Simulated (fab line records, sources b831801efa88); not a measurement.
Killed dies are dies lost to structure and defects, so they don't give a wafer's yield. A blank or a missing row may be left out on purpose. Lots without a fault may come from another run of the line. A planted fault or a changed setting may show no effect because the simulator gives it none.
Which tool did it? | flow sky130 | 13 lots, 39 wafers sampled, at 2 steps of a route of 708

WHAT THE GAUGES READ, wafer by wafer
SKY_VIA2_CD_MEAS_12: target cd 200 nm.
lot  | measured     | on        | cd_nm (nm)
L950 | day 36 07:07 | cd_sem-01 | 201.5 200.4 200.6
L951 | day 36 13:07 | cd_sem-02 | 202.3 201.1 202.0
L952 | day 36 16:26 | cd_sem-02 | 198.8 198.2 199.1
L953 | day 37 02:26 | cd_sem-01 | 199.8 199.1 199.7
L954 | day 37 16:38 | cd_sem-02 | 200.5 200.7 200.4
L955 | day 37 19:44 | cd_sem-01 | 202.2 200.2 201.4
L956 | day 38 10:55 | cd_sem-01 | 201.0 200.5 200.6
L961 | day 39 18:14 | cd_sem-02 | 199.2 200.2 201.0
L965 | day 41 00:39 | cd_sem-02 | 201.3 201.4 201.9
L968 | day 41 19:17 | cd_sem-02 | 196.9 199.4 198.6
L971 | day 42 14:25 | cd_sem-01 | 203.8 202.4 202.8
L972 | day 42 19:43 | cd_sem-01 | 199.2 200.3 200.5
L973 | day 43 02:05 | cd_sem-02 | 202.6 200.5 200.8

WHICH TOOL RAN EACH LOT (tool, then ch and the chambers of the sampled wafers, then the start)
lot  | SKY_NWELL_SOFTBAKE_06
L950 | litho_track-04 ch 0, day 4 07:32
L951 | litho_track-02 ch 0, day 4 10:38
L952 | litho_track-03 ch 0, day 4 13:49
L953 | litho_track-02 ch 0, day 4 20:44
L954 | litho_track-03 ch 0, day 4 23:28
L955 | litho_track-03 ch 0, day 5 08:44
L956 | litho_track-02 ch 0, day 5 15:20
L961 | litho_track-02 ch 0, day 6 18:44
L965 | litho_track-02 ch 0, day 7 17:26
L968 | litho_track-03 ch 0, day 8 12:24
L971 | litho_track-04 ch 0, day 9 03:55
L972 | litho_track-04 ch 0, day 9 11:26
L973 | litho_track-03 ch 0, day 9 15:35
- SKY_NWELL_SOFTBAKE_06

WHAT THE TOOLS THEMSELVES READ (means of the sampled wafers that have a number; where no wafer has one, the mark that the record gives instead)
SKY_NWELL_SOFTBAKE_06.
lot  | tool           | heater_power_total_W (W) | plate_temp_C (C)
L950 | litho_track-04 | 65.14                    | 109.78
L951 | litho_track-02 | 65.34                    | 109.88
L952 | litho_track-03 | 65.49                    | 109.93
L953 | litho_track-02 | 65.35                    | 110.08
L954 | litho_track-03 | 65.40                    | 109.95
L955 | litho_track-03 | 65.24                    | 110.13
L956 | litho_track-02 | 65.44                    | 110.00
L961 | litho_track-02 | 64.48                    | 109.06
L965 | litho_track-02 | 64.42                    | 108.89
L968 | litho_track-03 | 65.28                    | 110.13
L971 | litho_track-04 | 65.14                    | 110.02
L972 | litho_track-04 | 65.25                    | 110.16
L973 | litho_track-03 | 65.21                    | 109.90

THE ANSWER, worked out from the rows above alone
Rule: what is usual is taken from the lots themselves. Put in order of their means at a reading, lots are off if they are a third of the lots or fewer, leave a main group of 4 or more, and stand apart from it by a gap of 3 or more times the standard deviation of the main group's means; of several such gaps the widest counts. A main group whose means are all the same, to the digits that the tables above print for the reading, isn't used. A lot without any number at a reading at which 4 lots or more have one is off too. The other lots that the step has rows for count as sound. The gauges are gone through in route order, then the tools' own readings, and for those a lot's mean is taken as printed above. The first step at which some lot is off is used, and at that step the reading that is off furthest; a lot without a number counts as furthest.
Off: L961, L965, at SKY_NWELL_SOFTBAKE_06 (plate_temp_C). The main group: mean 110.00 C, standard deviation 0.12.
A tool fits if, at that step or a process step before it, it ran every lot that is off, and no sound lot after the first of them. One fits: litho_track-02 at SKY_NWELL_SOFTBAKE_06. Its last sound lot is L956 (day 5 15:20), its first lot that is off L961 (day 6 18:44): a fault that began between those two fits.
The tool's own readings at SKY_NWELL_SOFTBAKE_06 bear it out: on the lots that are off they differ by more than 5 times the standard deviation of the sound lots' means. heater_power_total_W reads 64.45 W there against 65.30 W on the sound lots; plate_temp_C reads 108.97 C there against 110.00 C on the sound lots.

WHAT THE SIMULATOR HAD PUT IN
Process parameter drift: litho_track-02, from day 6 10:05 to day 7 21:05, at SKY_NWELL_SOFTBAKE_06. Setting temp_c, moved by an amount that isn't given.
Lots struck among those shown: L961, L965. The rule above found the same.
